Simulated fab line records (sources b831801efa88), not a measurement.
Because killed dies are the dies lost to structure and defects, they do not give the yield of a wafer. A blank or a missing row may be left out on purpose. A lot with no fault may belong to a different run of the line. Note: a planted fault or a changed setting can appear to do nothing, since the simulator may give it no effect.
Problem report, 8D (eight disciplines) form, completed by code ; flow sky130 ; the parts of the form that need people (team, actions taken, sign-off) are left out

== 1. WHAT IS WRONG ==
Wafers free of any fault read 1.1 nm (standard deviation 1.3) for SD_P_OVL at SKY_SD_P_OVL_MEAS_08, against a mean of 142.2 nm on 6 wafers of 2 lots. So: +99 or more standard deviations from the usual mean.
Earliest sighting: wafer L182.3 on overlay-02 at day 27 17:27. At this step, 39 wafers from 13 lots have a number in the record. By rule, "out" or "out of limits" means more than 4 standard deviations away from the usual mean. All remaining wafers that have a number are taken as sound.

== 2. WHAT IT IS, WHAT IT ISN'T ==
question;is;is not
which readings at this step;SD_P_OVL;-
which lots;L182, L183;L178, L179, L180, L181, L184, L194, L197, L198, L199, L200, L201
which wafers of those lots;all that have a number;-
read on which gauges;overlay-02;overlay-01
when;from day 27 17:27;"up to then (12 sound wafers); but 21 sound wafers of L184, L194, L197, L198, L199, L200, L201 came after"

== 3. THE SUSPECTS, EACH WITH WHAT RULES IT OUT ==
Counting: a tool at a process step up to the reading stays a suspect if it ran every lot that is out and no sound lot after the first of them.
- the gauge at SKY_SD_P_OVL_MEAS_08: kept. All the wafers that are out were read on overlay-02, and no step on other tools shows them out.
- ilineStepper-02 at SKY_SD_P_EXPOSE_04 (exposes mask PSDM, target cd 380 nm): kept. Every lot that is out went through it, starting with L182 (day 27 02:25), and after that it ran no sound lot; the last sound lot it ran before then is L181 (day 26 19:59).
Left after counting: ilineStepper-02 at SKY_SD_P_EXPOSE_04, overlay-02 at SKY_SD_P_OVL_MEAS_08.

== 4. THE CAUSE (what the simulator had put in) ==
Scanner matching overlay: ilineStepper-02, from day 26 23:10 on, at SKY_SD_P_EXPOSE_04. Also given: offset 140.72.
This tool is one of the 2 suspects left after counting.

== 5. THE CHAIN OF EFFECTS, in route order ==
Each row: a reading whose mean over the struck wafers that have a number lies more than 3 standard deviations from the usual. Scope: only readings with a usual standard deviation given in the record; hours: median across lots of the time from each lot's start at the first step in this table that gives one to its start at this step; sigmas: change in usual standard deviations.
hours;step;reading;usual;on struck wafers;change;sigmas
0;SKY_SD_P_OVL_MEAS_08;SD_P_OVL;1.1 nm;142.2;+141.1;+99 or more
483;SKY_PAD_OPEN_PROBE_99;killedAtFrontEnd;15;42;+28;+5.9
It contains these process steps:
- SKY_PAD_OPEN_PROBE_99

== 6. HOW IT WOULD HAVE BEEN CAUGHT EARLIER ==
In this record the first reading out of limits at a measuring or inspecting step was taken at day 27 17:27, 18 hours after the fault began at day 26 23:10.
By day 27 17:27, every lot that is out (2) had started SKY_SD_P_EXPOSE_04 on ilineStepper-02. A hold on the tool at that time would have spared none of them.
